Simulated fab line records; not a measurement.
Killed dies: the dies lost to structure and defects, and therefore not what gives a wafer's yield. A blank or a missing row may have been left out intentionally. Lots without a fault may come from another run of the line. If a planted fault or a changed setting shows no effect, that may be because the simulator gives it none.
Which of the tools did it? / flow sky130 / 6 lots, 18 wafers sampled, at 4 steps of a route of 708

WHAT THE GAUGES READ, wafer by wafer
SKY_CONTACT_THK_MEAS_03.
lot=L527; measured=day 31 19:58; on=film-metro-03; CONTACT_HDPCVD_THK (nm)=566 551 553
lot=L529; measured=day 32 14:02; on=film-metro-04; CONTACT_HDPCVD_THK (nm)=573 577 580
lot=L533; measured=day 34 04:35; on=film-metro-01; CONTACT_HDPCVD_THK (nm)=535 537 538
lot=L535; measured=day 34 15:11; on=film-metro-04; CONTACT_HDPCVD_THK (nm)=539 534 541
lot=L543; measured=day 36 19:42; on=film-metro-03; CONTACT_HDPCVD_THK (nm)=554 569 556
lot=L546; measured=day 37 17:20; on=film-metro-03; CONTACT_HDPCVD_THK (nm)=556 555 560

WHICH TOOL RAN EACH LOT (tool, then ch and the chambers of the sampled wafers, then the start)
lot=L527; SKY_LI_CONTACT_STRIP_16=plasma-asher-01 ch 0,1, day 30 13:56; SKY_LI_CONTACT_SPUTTER_20=pvd-sputter-01, day 30 14:17; SKY_CONTACT_HDPCVD_02=hdpcvd-02 ch 0,1,2, day 31 19:52
lot=L529; SKY_LI_CONTACT_STRIP_16=plasma-asher-01 ch 0,1, day 31 08:20; SKY_LI_CONTACT_SPUTTER_20=pvd-sputter-04, day 31 08:43; SKY_CONTACT_HDPCVD_02=hdpcvd-01 ch 0,2, day 32 13:58
lot=L533; SKY_LI_CONTACT_STRIP_16=plasma-asher-03 ch 0,1, day 32 23:59; SKY_LI_CONTACT_SPUTTER_20=pvd-sputter-04, day 33 00:20; SKY_CONTACT_HDPCVD_02=hdpcvd-01 ch 1,2, day 34 04:29
lot=L535; SKY_LI_CONTACT_STRIP_16=plasma-asher-03 ch 0,1, day 33 09:53; SKY_LI_CONTACT_SPUTTER_20=pvd-sputter-01, day 33 10:13; SKY_CONTACT_HDPCVD_02=hdpcvd-01 ch 0,1,2, day 34 15:08
lot=L543; SKY_LI_CONTACT_STRIP_16=plasma-asher-03 ch 0,1, day 35 15:37; SKY_LI_CONTACT_SPUTTER_20=pvd-sputter-01, day 35 16:09; SKY_CONTACT_HDPCVD_02=hdpcvd-02 ch 0,1,2, day 36 19:38
lot=L546; SKY_LI_CONTACT_STRIP_16=plasma-asher-01 ch 0,1, day 36 13:01; SKY_LI_CONTACT_SPUTTER_20=pvd-sputter-01, day 36 13:23; SKY_CONTACT_HDPCVD_02=hdpcvd-01 ch 1,2, day 37 17:16
- SKY_LI_CONTACT_STRIP_16: strips in O2/N2.
- SKY_LI_CONTACT_SPUTTER_20: material TiN, target thk 20 nm, time 80 s.
- SKY_CONTACT_HDPCVD_02: deposits SiO2, target thk 565 nm, time 94.2 s.

THE ANSWER, worked out from the rows above alone
Rule: the usual values come from the lots themselves. Put in order of their means at a reading, lots are off if they are a third of the lots or fewer, leave a main group of 4 or more, and stand apart from it by a gap of 3 or more times the standard deviation of the main group's means; of several such gaps the widest counts. If all means in a main group match to the digits the tables above print for the reading, that group is not used. Also off: a lot with no number at a reading for which 4 or more lots have one. Any other lot the step has rows for is counted as sound.
Across all readings shown, no lot is off: no conclusion can be drawn from this.

WHAT THE SIMULATOR HAD PUT IN
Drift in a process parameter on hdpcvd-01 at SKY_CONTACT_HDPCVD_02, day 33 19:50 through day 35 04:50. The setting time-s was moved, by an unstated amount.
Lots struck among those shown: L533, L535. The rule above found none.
